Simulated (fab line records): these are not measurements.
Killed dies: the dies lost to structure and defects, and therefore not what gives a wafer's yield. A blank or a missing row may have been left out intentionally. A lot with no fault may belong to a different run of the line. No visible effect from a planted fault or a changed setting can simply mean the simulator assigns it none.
Problem report in the 8D (eight disciplines) form, filled by code | flow sfqLine | the parts of the form that need people (team, actions taken, sign-off) are left out

1. WHAT WENT WRONG
Wafers without a fault read 40.03 C, standard deviation 0.13; platenTempC at SFQ_TRILAYER_M3_STRIP_STRIP_079 reads a mean of 39.48 C on 3 wafers belonging to 2 lots. Relative to the usual mean, that is a shift of -4.3 standard deviations.
The step: strips in O2.
First observed at day 40 07:03: wafer L135.2, on rieMetal-02. Wafers with a number at this step in the record: 42, from 14 lots. The rule behind "out" and "out of limits": a value lying over 4 standard deviations away from the usual mean. The other wafers with a number count as sound.

2. WHAT IT IS; WHAT IT IS NOT
question                    | is                     | is not
which readings at this step | platenTempC            | drypumpMotorCurrentA, oesProductAu
which lots                  | L135, L137             | L125, L126, L130, L131, L132, L133, L138, L144, L145, L146, L147, L148
which wafers of those lots  | L135.2, L137.2, L137.6 | L135.1, L135.6, L137.5
read on which tools         | rieMetal-02            | rieMetal-01, rieMetal-04
when                        | from day 40 07:03      | up to then (20 sound wafers); but 19 sound wafers of L137, L138, L144, L145, L146, L147, L148 came after

3. SUSPECTS, AND WHAT RULES EACH OUT
Counting: a tool at a process step up to the reading stays a suspect if it ran every lot that is out. Sound lots after the first of them don't rule it out here, since some wafers of a struck lot are sound.
- rieMetal-02 at SFQ_TRILAYER_M3_STRIP_STRIP_079 (strips in O2): kept. Every lot that is out went through it, the first being L135 (day 40 07:03); the last sound lot it ran before that was L133 (day 39 10:43). Its own platenTempC readings are out on those wafers.
- Within rieMetal-02 at SFQ_TRILAYER_M3_STRIP_STRIP_079, the wafers that are out were processed in chamber 1 and their sound lot-mates in chamber 0.
Left after counting: rieMetal-02 at SFQ_TRILAYER_M3_STRIP_STRIP_079.

4. THE CAUSE (what the simulator had put in)
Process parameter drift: rieMetal-02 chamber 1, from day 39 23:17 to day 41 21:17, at SFQ_TRILAYER_M3_STRIP_STRIP_079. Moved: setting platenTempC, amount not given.
This tool alone remained once counting was done.

5. THE EFFECT CHAIN, in route order
Each row: a reading whose mean over the struck wafers that have a number lies more than 3 standard deviations from the usual. Only readings whose record carries a usual standard deviation are examined. hours: median over the lots of the time between each lot's start at the first step of this table that gives one and its start at this step. sigmas: the change, counted in usual standard deviations.
hours | step                            | reading     | usual   | on struck wafers | change | sigmas
0     | SFQ_TRILAYER_M3_STRIP_STRIP_079 | platenTempC | 40.03 C | 39.48            | -0.55  | -4.3
The process steps in it:
- SFQ_TRILAYER_M3_STRIP_STRIP_079: strips in O2.

6. WHAT WOULD HAVE CAUGHT IT SOONER
First out-of-limits reading in this record: day 40 07:03, which is 8 hours after fault onset at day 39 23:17.
